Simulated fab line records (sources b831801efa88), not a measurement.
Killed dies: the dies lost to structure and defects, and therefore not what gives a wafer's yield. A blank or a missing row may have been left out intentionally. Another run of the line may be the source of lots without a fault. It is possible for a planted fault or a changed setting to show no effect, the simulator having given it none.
A sampling plan put to the test / flow sky130 / one fab line, 50 faults that these records tell of, each judged on the records of the lots that it struck
The plan consists of the line's own looks: route steps at which the wafer is read by a gauge or an inspection but not changed. A look can be judged if struck wafers have a number there and the file gives its usual mean and standard deviation on fault-free wafers. Caught: 4 or more of those standard deviations (sigma) separate the usual mean from the mean of the struck wafers at a look after the fault's first step. On the tool: the same test on the tool's own readings at the fault's steps. If the struck wafers alone have a blank record, or they carry another recipe, that too counts as caught.

THE FAULTS, as the simulator had put them in
1. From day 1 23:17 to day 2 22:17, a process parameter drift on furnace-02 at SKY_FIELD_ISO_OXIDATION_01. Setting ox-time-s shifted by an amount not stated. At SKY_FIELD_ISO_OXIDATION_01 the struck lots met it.
2. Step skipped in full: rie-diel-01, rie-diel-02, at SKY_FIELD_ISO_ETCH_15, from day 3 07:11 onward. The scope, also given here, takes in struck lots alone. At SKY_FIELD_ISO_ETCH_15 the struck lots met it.
3. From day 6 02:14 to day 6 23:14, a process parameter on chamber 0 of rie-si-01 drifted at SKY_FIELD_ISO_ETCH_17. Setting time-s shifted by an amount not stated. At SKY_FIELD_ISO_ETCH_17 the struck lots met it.
4. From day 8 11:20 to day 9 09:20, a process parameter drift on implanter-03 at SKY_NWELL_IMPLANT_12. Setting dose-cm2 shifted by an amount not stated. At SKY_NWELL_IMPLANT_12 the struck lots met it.
5. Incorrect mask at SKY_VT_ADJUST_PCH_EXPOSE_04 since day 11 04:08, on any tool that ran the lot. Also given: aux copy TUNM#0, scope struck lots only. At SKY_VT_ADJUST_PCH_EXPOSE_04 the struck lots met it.
6. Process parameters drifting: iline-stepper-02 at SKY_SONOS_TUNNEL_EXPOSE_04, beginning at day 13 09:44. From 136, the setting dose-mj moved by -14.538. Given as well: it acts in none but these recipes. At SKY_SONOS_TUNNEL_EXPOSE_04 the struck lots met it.
7. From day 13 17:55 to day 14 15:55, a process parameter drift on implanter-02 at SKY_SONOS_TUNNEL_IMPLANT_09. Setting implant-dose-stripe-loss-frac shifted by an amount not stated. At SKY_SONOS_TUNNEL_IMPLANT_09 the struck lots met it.
8. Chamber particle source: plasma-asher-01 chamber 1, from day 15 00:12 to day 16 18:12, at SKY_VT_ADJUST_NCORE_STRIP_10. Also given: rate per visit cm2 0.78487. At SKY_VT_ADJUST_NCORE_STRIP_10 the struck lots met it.
9. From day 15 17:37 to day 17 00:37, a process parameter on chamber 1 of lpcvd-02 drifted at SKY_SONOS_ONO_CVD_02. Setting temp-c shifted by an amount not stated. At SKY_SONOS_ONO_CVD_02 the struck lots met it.
10. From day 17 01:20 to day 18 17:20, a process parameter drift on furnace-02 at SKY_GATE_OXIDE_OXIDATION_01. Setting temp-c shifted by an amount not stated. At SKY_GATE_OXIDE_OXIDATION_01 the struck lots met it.
11. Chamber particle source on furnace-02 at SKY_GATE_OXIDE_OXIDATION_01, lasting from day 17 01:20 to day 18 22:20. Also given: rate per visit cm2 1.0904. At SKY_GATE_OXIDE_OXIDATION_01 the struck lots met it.
12. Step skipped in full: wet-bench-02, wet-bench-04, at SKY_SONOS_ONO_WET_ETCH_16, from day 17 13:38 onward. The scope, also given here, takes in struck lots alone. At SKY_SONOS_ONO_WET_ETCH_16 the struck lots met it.
13. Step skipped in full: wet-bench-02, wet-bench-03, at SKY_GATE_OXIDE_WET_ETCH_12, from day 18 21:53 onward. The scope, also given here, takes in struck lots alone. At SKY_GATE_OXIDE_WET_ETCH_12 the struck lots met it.
14. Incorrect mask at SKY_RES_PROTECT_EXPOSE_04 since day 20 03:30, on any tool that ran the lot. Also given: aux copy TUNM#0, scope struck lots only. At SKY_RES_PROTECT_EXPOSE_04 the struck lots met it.
15. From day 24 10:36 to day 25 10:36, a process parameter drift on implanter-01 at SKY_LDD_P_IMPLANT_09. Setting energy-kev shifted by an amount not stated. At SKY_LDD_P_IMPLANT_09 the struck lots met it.
16. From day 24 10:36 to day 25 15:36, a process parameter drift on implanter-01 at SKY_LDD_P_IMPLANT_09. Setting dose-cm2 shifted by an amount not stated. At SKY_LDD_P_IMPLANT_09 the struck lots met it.
17. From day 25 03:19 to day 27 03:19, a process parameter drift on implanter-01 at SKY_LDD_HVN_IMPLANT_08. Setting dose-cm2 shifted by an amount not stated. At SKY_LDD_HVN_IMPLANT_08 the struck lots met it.
18. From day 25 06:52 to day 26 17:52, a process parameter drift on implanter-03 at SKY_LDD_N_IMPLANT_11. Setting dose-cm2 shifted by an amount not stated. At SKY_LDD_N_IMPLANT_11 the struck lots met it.
19. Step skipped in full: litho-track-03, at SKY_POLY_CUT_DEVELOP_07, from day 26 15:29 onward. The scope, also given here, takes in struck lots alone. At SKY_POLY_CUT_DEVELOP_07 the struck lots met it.
20. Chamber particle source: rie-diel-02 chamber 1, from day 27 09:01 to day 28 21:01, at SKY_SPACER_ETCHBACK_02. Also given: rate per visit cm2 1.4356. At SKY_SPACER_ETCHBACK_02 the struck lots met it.
21. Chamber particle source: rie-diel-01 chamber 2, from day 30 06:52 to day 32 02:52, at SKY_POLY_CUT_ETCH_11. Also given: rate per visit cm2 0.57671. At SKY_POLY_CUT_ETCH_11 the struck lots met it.
22. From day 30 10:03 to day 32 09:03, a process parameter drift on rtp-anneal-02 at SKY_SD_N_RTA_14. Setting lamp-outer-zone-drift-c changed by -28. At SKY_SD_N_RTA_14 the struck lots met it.
23. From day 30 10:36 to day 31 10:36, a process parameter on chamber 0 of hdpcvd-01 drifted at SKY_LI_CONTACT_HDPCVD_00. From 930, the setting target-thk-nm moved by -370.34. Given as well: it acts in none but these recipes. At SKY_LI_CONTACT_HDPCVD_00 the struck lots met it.
24. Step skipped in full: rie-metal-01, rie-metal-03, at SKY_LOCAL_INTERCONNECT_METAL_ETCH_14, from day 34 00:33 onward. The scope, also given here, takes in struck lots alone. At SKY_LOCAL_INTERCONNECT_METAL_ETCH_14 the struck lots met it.
25. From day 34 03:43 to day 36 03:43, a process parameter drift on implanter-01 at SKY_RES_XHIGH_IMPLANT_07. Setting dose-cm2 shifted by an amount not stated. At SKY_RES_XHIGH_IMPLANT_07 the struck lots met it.
26. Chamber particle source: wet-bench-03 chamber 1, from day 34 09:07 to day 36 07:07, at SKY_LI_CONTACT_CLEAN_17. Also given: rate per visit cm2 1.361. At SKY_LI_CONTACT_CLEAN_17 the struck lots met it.
27. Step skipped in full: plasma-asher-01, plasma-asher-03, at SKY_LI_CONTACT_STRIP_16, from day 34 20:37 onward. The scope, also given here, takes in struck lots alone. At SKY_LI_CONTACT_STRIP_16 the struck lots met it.
28. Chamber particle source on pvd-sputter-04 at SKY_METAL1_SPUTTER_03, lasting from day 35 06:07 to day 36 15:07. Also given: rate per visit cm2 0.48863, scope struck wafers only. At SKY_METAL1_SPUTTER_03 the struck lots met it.
29. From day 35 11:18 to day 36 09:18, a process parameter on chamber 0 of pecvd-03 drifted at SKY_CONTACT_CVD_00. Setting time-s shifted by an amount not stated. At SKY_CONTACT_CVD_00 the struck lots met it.
30. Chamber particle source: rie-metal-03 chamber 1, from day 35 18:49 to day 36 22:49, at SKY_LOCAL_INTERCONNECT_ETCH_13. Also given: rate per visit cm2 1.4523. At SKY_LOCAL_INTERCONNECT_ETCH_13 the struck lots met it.
31. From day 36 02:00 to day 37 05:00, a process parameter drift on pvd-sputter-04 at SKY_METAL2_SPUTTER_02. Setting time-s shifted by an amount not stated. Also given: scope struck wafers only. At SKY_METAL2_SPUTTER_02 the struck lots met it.
32. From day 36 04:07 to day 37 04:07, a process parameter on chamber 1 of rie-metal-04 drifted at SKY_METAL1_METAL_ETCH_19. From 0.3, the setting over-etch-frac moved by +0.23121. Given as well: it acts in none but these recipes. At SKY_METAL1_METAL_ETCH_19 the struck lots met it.
33. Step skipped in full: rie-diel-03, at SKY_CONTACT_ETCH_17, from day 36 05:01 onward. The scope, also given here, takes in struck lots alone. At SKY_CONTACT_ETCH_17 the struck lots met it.
34. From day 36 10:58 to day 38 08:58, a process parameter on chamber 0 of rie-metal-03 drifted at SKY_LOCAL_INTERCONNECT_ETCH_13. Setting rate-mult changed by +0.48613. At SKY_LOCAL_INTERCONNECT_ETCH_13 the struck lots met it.
35. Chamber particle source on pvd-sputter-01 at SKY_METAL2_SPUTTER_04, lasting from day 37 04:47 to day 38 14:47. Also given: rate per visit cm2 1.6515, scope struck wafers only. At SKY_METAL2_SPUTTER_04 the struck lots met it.
36. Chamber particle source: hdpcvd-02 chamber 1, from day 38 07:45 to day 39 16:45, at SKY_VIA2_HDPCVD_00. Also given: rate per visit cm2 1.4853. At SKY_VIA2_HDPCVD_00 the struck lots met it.
37. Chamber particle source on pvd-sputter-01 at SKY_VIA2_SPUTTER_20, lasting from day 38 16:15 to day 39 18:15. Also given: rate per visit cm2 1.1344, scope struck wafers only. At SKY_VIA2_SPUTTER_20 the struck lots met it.
38. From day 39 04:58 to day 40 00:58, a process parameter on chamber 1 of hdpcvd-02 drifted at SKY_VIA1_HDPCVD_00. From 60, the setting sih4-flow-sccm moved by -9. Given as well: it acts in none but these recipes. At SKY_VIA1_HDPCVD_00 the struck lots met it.
39. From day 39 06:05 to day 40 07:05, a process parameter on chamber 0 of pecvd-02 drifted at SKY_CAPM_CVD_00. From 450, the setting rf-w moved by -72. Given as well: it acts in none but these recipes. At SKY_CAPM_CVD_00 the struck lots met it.
40. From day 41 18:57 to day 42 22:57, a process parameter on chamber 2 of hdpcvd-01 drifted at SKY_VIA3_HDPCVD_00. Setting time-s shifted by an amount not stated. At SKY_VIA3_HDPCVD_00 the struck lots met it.
41. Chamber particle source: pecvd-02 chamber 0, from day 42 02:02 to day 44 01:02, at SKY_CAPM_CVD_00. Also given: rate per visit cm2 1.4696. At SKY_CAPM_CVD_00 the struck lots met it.
42. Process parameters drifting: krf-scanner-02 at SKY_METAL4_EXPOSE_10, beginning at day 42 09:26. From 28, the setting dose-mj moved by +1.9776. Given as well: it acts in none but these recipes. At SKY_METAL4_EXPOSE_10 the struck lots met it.
43. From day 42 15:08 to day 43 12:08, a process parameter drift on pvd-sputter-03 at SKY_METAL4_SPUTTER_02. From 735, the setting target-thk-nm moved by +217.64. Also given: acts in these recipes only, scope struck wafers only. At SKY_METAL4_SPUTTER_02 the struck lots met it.
44. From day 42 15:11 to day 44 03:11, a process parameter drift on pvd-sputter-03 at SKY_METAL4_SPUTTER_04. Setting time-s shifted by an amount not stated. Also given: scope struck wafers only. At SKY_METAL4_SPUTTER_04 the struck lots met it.
45. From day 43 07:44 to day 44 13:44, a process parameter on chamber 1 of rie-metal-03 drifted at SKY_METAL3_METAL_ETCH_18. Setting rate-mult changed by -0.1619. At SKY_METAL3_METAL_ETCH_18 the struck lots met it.
46. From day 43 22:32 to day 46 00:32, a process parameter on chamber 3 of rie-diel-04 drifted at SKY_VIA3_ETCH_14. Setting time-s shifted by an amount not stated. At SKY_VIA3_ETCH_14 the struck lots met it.
47. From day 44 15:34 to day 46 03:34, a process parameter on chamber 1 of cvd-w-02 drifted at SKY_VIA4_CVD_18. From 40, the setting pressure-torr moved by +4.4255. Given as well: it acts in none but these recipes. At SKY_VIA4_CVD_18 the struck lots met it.
48. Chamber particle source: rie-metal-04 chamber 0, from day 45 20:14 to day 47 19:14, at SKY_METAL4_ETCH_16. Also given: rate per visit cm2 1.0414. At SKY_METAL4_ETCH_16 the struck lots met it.
49. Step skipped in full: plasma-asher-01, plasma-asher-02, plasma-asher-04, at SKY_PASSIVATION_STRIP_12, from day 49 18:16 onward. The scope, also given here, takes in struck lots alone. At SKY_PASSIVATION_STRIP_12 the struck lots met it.
50. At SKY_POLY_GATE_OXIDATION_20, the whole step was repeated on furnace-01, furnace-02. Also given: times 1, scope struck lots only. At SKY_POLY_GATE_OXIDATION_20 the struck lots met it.

WHAT THE PLAN SAW
fault=1; on the tool itself=under 2 sigma; first look that catches it=SKY_FIELD_ISO_THK_MEAS_02; reading, sigma=FIELD_ISO_OXIDATION_00_THK -6.9; median hours from its first step to that look=1.5; hours from the fault's start to the first struck lot there=4; judged looks passed uncaught=0
fault=2; on the tool itself=the tool's record is blank for the struck wafers; first look that catches it=no look after it can be judged; reading, sigma=-; median hours from its first step to that look=-; hours from the fault's start to the first struck lot there=-; judged looks passed uncaught=0
fault=3; on the tool itself=run-length-s -11 sigma; first look that catches it=no look after it can be judged; reading, sigma=-; median hours from its first step to that look=-; hours from the fault's start to the first struck lot there=-; judged looks passed uncaught=0
fault=4; on the tool itself=dose-ions-cm2 +99 or beyond sigma; first look that catches it=SKY_NWELL_RS_MEAS_29; reading, sigma=NWELL_RS -14; median hours from its first step to that look=23.5; hours from the fault's start to the first struck lot there=29; judged looks passed uncaught=0
fault=5; on the tool itself=under 2 sigma; first look that catches it=SKY_VT_ADJUST_PCH_TW_MEAS_10; reading, sigma=VT_ADJUST_PCH_TW -86; median hours from its first step to that look=12.5; hours from the fault's start to the first struck lot there=17; judged looks passed uncaught=0
fault=6; on the tool itself=exposure-dose-mJ-cm2 -91 sigma; first look that catches it=SKY_SONOS_TUNNEL_CD_MEAS_07; reading, sigma=cd-nm -14; median hours from its first step to that look=13.1; hours from the fault's start to the first struck lot there=27; judged looks passed uncaught=0
fault=7; on the tool itself=no reading that can be judged; first look that catches it=SKY_SONOS_TUNNEL_TW_MEAS_12; reading, sigma=SONOS_TUNNEL_TW -8.6; median hours from its first step to that look=0.4; hours from the fault's start to the first struck lot there=10; judged looks passed uncaught=0
fault=8; on the tool itself=under 2 sigma; first look that catches it=no look after it can be judged; reading, sigma=-; median hours from its first step to that look=-; hours from the fault's start to the first struck lot there=-; judged looks passed uncaught=0
fault=9; on the tool itself=susceptor-temp-C +94 sigma; first look that catches it=SKY_SONOS_ONO_THK_MEAS_03; reading, sigma=SONOS_ONO_CVD_02_THK +70; median hours from its first step to that look=1.1; hours from the fault's start to the first struck lot there=19; judged looks passed uncaught=0
fault=10; on the tool itself=tube-center-temp-C -99 or beyond sigma; first look that catches it=SKY_GATE_OXIDE_THK_MEAS_02; reading, sigma=GATE_OXIDE_OXIDATION_00_THK -12; median hours from its first step to that look=1.4; hours from the fault's start to the first struck lot there=9; judged looks passed uncaught=0
fault=11; on the tool itself=under 2 sigma; first look that catches it=not the one look that can be judged after it; reading, sigma=-; median hours from its first step to that look=-; hours from the fault's start to the first struck lot there=-; judged looks passed uncaught=1
fault=12; on the tool itself=the tool's record is blank for the struck wafers; first look that catches it=no look after it can be judged; reading, sigma=-; median hours from its first step to that look=-; hours from the fault's start to the first struck lot there=-; judged looks passed uncaught=0
fault=13; on the tool itself=the tool's record is blank for the struck wafers; first look that catches it=no look after it can be judged; reading, sigma=-; median hours from its first step to that look=-; hours from the fault's start to the first struck lot there=-; judged looks passed uncaught=0
fault=14; on the tool itself=no reading that can be judged; first look that catches it=SKY_RES_PROTECT_TW_MEAS_08; reading, sigma=POLY_GATE_TW -99 or beyond; median hours from its first step to that look=15.5; hours from the fault's start to the first struck lot there=19; judged looks passed uncaught=0
fault=15; on the tool itself=beam-energy-keV +99 or beyond sigma; first look that catches it=SKY_LDD_P_TW_MEAS_11; reading, sigma=LDD_P_TW +5.6; median hours from its first step to that look=0.2; hours from the fault's start to the first struck lot there=9; judged looks passed uncaught=0
fault=16; on the tool itself=dose-ions-cm2 +86 sigma; first look that catches it=none of the 2 looks that can be judged after it; reading, sigma=strongest: LDD_P_TW at SKY_LDD_P_TW_MEAS_11, +2.5; median hours from its first step to that look=-; hours from the fault's start to the first struck lot there=-; judged looks passed uncaught=2
fault=17; on the tool itself=dose-ions-cm2 -99 or beyond sigma; first look that catches it=SKY_LDD_HVN_TW_MEAS_10; reading, sigma=LDD_HVN_TW -35; median hours from its first step to that look=0.2; hours from the fault's start to the first struck lot there=19; judged looks passed uncaught=0
fault=18; on the tool itself=dose-ions-cm2 +99 or beyond sigma; first look that catches it=SKY_LDD_N_TW_MEAS_17; reading, sigma=LDD_N_TW +16; median hours from its first step to that look=0.8; hours from the fault's start to the first struck lot there=9; judged looks passed uncaught=0
fault=19; on the tool itself=no reading that can be judged; first look that catches it=no look after it can be judged; reading, sigma=-; median hours from its first step to that look=-; hours from the fault's start to the first struck lot there=-; judged looks passed uncaught=0
fault=20; on the tool itself=under 2 sigma; first look that catches it=none of the 5 looks that can be judged after it; reading, sigma=-; median hours from its first step to that look=-; hours from the fault's start to the first struck lot there=-; judged looks passed uncaught=5
fault=21; on the tool itself=under 2 sigma; first look that catches it=none of the 4 looks that can be judged after it; reading, sigma=-; median hours from its first step to that look=-; hours from the fault's start to the first struck lot there=-; judged looks passed uncaught=4
fault=22; on the tool itself=under 2 sigma; first look that catches it=SKY_SD_N_RS_MEAS_16; reading, sigma=SD_N_RS +23; median hours from its first step to that look=0.2; hours from the fault's start to the first struck lot there=10; judged looks passed uncaught=0
fault=23; on the tool itself=under 2 sigma; first look that catches it=SKY_LI_CONTACT_THK_MEAS_01; reading, sigma=LI_CONTACT_HDPCVD_THK -41; median hours from its first step to that look=0.1; hours from the fault's start to the first struck lot there=10; judged looks passed uncaught=0
fault=24; on the tool itself=the tool's record is blank for the struck wafers; first look that catches it=no look after it can be judged; reading, sigma=-; median hours from its first step to that look=-; hours from the fault's start to the first struck lot there=-; judged looks passed uncaught=0
fault=25; on the tool itself=dose-ions-cm2 -29 sigma; first look that catches it=SKY_SD_N_RS_MEAS_18; reading, sigma=RES_XHIGH_RS +9.0; median hours from its first step to that look=28.4; hours from the fault's start to the first struck lot there=31; judged looks passed uncaught=6
fault=26; on the tool itself=under 2 sigma; first look that catches it=not the one look that can be judged after it; reading, sigma=-; median hours from its first step to that look=-; hours from the fault's start to the first struck lot there=-; judged looks passed uncaught=1
fault=27; on the tool itself=the tool's record is blank for the struck wafers; first look that catches it=no look after it can be judged; reading, sigma=-; median hours from its first step to that look=-; hours from the fault's start to the first struck lot there=-; judged looks passed uncaught=0
fault=28; on the tool itself=under 2 sigma; first look that catches it=none of the 2 looks that can be judged after it; reading, sigma=-; median hours from its first step to that look=-; hours from the fault's start to the first struck lot there=-; judged looks passed uncaught=2
fault=29; on the tool itself=under 2 sigma; first look that catches it=SKY_CONTACT_THK_MEAS_01; reading, sigma=CONTACT_CVD_00_THK -14; median hours from its first step to that look=0.0; hours from the fault's start to the first struck lot there=3; judged looks passed uncaught=0
fault=30; on the tool itself=under 2 sigma; first look that catches it=none of the 2 looks that can be judged after it; reading, sigma=-; median hours from its first step to that look=-; hours from the fault's start to the first struck lot there=-; judged looks passed uncaught=2
fault=31; on the tool itself=under 2 sigma; first look that catches it=none of the 4 looks that can be judged after it; reading, sigma=strongest: METAL2_ALCU_THK at SKY_METAL2_THK_MEAS_06, +3.8; median hours from its first step to that look=-; hours from the fault's start to the first struck lot there=-; judged looks passed uncaught=4
fault=32; on the tool itself=oes-product-au -11 sigma; first look that catches it=no look after it can be judged; reading, sigma=-; median hours from its first step to that look=-; hours from the fault's start to the first struck lot there=-; judged looks passed uncaught=0
fault=33; on the tool itself=the tool's record is blank for the struck wafers; first look that catches it=no look after it can be judged; reading, sigma=-; median hours from its first step to that look=-; hours from the fault's start to the first struck lot there=-; judged looks passed uncaught=0
fault=34; on the tool itself=under 2 sigma; first look that catches it=no look after it can be judged; reading, sigma=-; median hours from its first step to that look=-; hours from the fault's start to the first struck lot there=-; judged looks passed uncaught=0
fault=35; on the tool itself=under 2 sigma; first look that catches it=not the one look that can be judged after it; reading, sigma=-; median hours from its first step to that look=-; hours from the fault's start to the first struck lot there=-; judged looks passed uncaught=1
fault=36; on the tool itself=no reading that can be judged; first look that catches it=not the one look that can be judged after it; reading, sigma=-; median hours from its first step to that look=-; hours from the fault's start to the first struck lot there=-; judged looks passed uncaught=1
fault=37; on the tool itself=under 2 sigma; first look that catches it=no look after it can be judged; reading, sigma=-; median hours from its first step to that look=-; hours from the fault's start to the first struck lot there=-; judged looks passed uncaught=0
fault=38; on the tool itself=sih4-flow-sccm -41 sigma; first look that catches it=SKY_VIA1_THK_MEAS_01; reading, sigma=VIA1_HDPCVD_THK -11; median hours from its first step to that look=0.1; hours from the fault's start to the first struck lot there=10; judged looks passed uncaught=0
fault=39; on the tool itself=rf-fwd-power-W -22 sigma; first look that catches it=SKY_CAPM_THK_MEAS_01; reading, sigma=CAPM_CVD_00_THK -4.4; median hours from its first step to that look=0.0; hours from the fault's start to the first struck lot there=4; judged looks passed uncaught=0
fault=40; on the tool itself=run-length-s -61 sigma; first look that catches it=SKY_VIA3_THK_MEAS_01; reading, sigma=VIA3_HDPCVD_THK -9.9; median hours from its first step to that look=0.2; hours from the fault's start to the first struck lot there=4; judged looks passed uncaught=0
fault=41; on the tool itself=under 2 sigma; first look that catches it=not the one look that can be judged after it; reading, sigma=-; median hours from its first step to that look=-; hours from the fault's start to the first struck lot there=-; judged looks passed uncaught=1
fault=42; on the tool itself=exposure-dose-mJ-cm2 +60 sigma; first look that catches it=SKY_METAL4_CD_MEAS_13; reading, sigma=cd-nm -8.7; median hours from its first step to that look=11.3; hours from the fault's start to the first struck lot there=14; judged looks passed uncaught=0
fault=43; on the tool itself=under 2 sigma; first look that catches it=not the one look that can be judged after it; reading, sigma=-; median hours from its first step to that look=-; hours from the fault's start to the first struck lot there=-; judged looks passed uncaught=1
fault=44; on the tool itself=under 2 sigma; first look that catches it=not the one look that can be judged after it; reading, sigma=-; median hours from its first step to that look=-; hours from the fault's start to the first struck lot there=-; judged looks passed uncaught=1
fault=45; on the tool itself=under 2 sigma; first look that catches it=not the one look that can be judged after it; reading, sigma=-; median hours from its first step to that look=-; hours from the fault's start to the first struck lot there=-; judged looks passed uncaught=1
fault=46; on the tool itself=oes-product-au +15 sigma; first look that catches it=no look after it can be judged; reading, sigma=-; median hours from its first step to that look=-; hours from the fault's start to the first struck lot there=-; judged looks passed uncaught=0
fault=47; on the tool itself=chamber-pressure-Torr +49 sigma; first look that catches it=none of the 2 looks that can be judged after it; reading, sigma=strongest: VIA4_W_THK at SKY_VIA4_THK_MEAS_20, +3.8; median hours from its first step to that look=-; hours from the fault's start to the first struck lot there=-; judged looks passed uncaught=2
fault=48; on the tool itself=under 2 sigma; first look that catches it=not the one look that can be judged after it; reading, sigma=-; median hours from its first step to that look=-; hours from the fault's start to the first struck lot there=-; judged looks passed uncaught=1
fault=49; on the tool itself=the tool's record is blank for the struck wafers; first look that catches it=no look after it can be judged; reading, sigma=-; median hours from its first step to that look=-; hours from the fault's start to the first struck lot there=-; judged looks passed uncaught=0
fault=50; on the tool itself=under 2 sigma; first look that catches it=SKY_POLY_GATE_THK_MEAS_21; reading, sigma=POLY_GATE_OXIDATION_THK +29; median hours from its first step to that look=3.3; hours from the fault's start to the first struck lot there=-; judged looks passed uncaught=0
A dash: this means the fault isn't caught or the number doesn't appear in these records.

Caught at a look: 20 of 50. Caught on the tool: 24 of 50. By one or the other: 32 of 50.
Faults caught by the tool alone: 2, 3, 12, 13, 16, 24, 27, 32, 33, 46, 47, 49.
Caught at a look alone: faults 1, 5, 7, 14, 22, 23, 29, 50.
Caught by neither: faults 8, 11, 19, 20, 21, 26, 28, 30, 31, 34, 35, 36, 37, 41, 43, 44, 45, 48.

THINNER SAMPLING
If the look that catches a fault measured only every second or every third lot, by lot number, the first struck lot would be measured this late in the worst case:
fault=1; struck lots at that look, in order of time=L167, L168; every lot=4 h; every second lot=13 h; every third lot=may miss all 2
fault=4; struck lots at that look, in order of time=L353, L354; every lot=29 h; every second lot=42 h; every third lot=may miss all 2
fault=5; struck lots at that look, in order of time=L811; every lot=17 h; every second lot=may miss it; every third lot=may miss it
fault=6; struck lots at that look, in order of time=L702, L703, L707; every lot=27 h; every second lot=36 h; every third lot=79 h
fault=7; struck lots at that look, in order of time=L827, L828; every lot=10 h; every second lot=20 h; every third lot=may miss all 2
fault=9; struck lots at that look, in order of time=L734; every lot=19 h; every second lot=may miss it; every third lot=may miss it
fault=10; struck lots at that look, in order of time=L335, L336; every lot=9 h; every second lot=20 h; every third lot=may miss all 2
fault=14; struck lots at that look, in order of time=L483; every lot=19 h; every second lot=may miss it; every third lot=may miss it
fault=15; struck lots at that look, in order of time=L220, L221; every lot=9 h; every second lot=19 h; every third lot=may miss all 2
fault=17; struck lots at that look, in order of time=L130, L132; every lot=19 h; every second lot=may miss all 2; every third lot=may miss all 2
fault=18; struck lots at that look, in order of time=L137, L139; every lot=9 h; every second lot=may miss all 2; every third lot=may miss all 2
fault=22; struck lots at that look, in order of time=L746, L747, L750; every lot=10 h; every second lot=21 h; every third lot=may miss all 3
fault=23; struck lots at that look, in order of time=L980, L981; every lot=10 h; every second lot=21 h; every third lot=may miss all 2
fault=25; struck lots at that look, in order of time=L521, L522; every lot=31 h; every second lot=33 h; every third lot=may miss all 2
fault=29; struck lots at that look, in order of time=L945, L946; every lot=3 h; every second lot=7 h; every third lot=may miss all 2
fault=38; struck lots at that look, in order of time=L766, L768; every lot=10 h; every second lot=may miss all 2; every third lot=may miss all 2
fault=39; struck lots at that look, in order of time=L875, L877; every lot=4 h; every second lot=may miss all 2; every third lot=may miss all 2
fault=40; struck lots at that look, in order of time=L282; every lot=4 h; every second lot=may miss it; every third lot=may miss it
fault=42; struck lots at that look, in order of time=L904, L906, L908, L912; every lot=14 h; every second lot=may miss all 4; every third lot=27 h
Hours count from the start of the fault until the first struck lot that is measured. Since the struck wafers were tested as one group against 4 sigma, a single lot by itself may lie under the limit. Other struck lots may not be in these records.

THE LONGEST TIMED WAY FROM STEP TO LOOK
Fault 25: median gap of 28.4 hours between SKY_RES_XHIGH_IMPLANT_07 and SKY_SD_N_RS_MEAS_18. The looks between them that can be judged stayed within 4 sigma: SKY_RES_XHIGH_TW_MEAS_09, SKY_SD_N_CD_MEAS_07, SKY_SD_N_OVL_MEAS_08, SKY_SD_N_TW_MEAS_12, SKY_SD_N_RS_MEAS_16, SKY_SD_N_RS_MEAS_17.
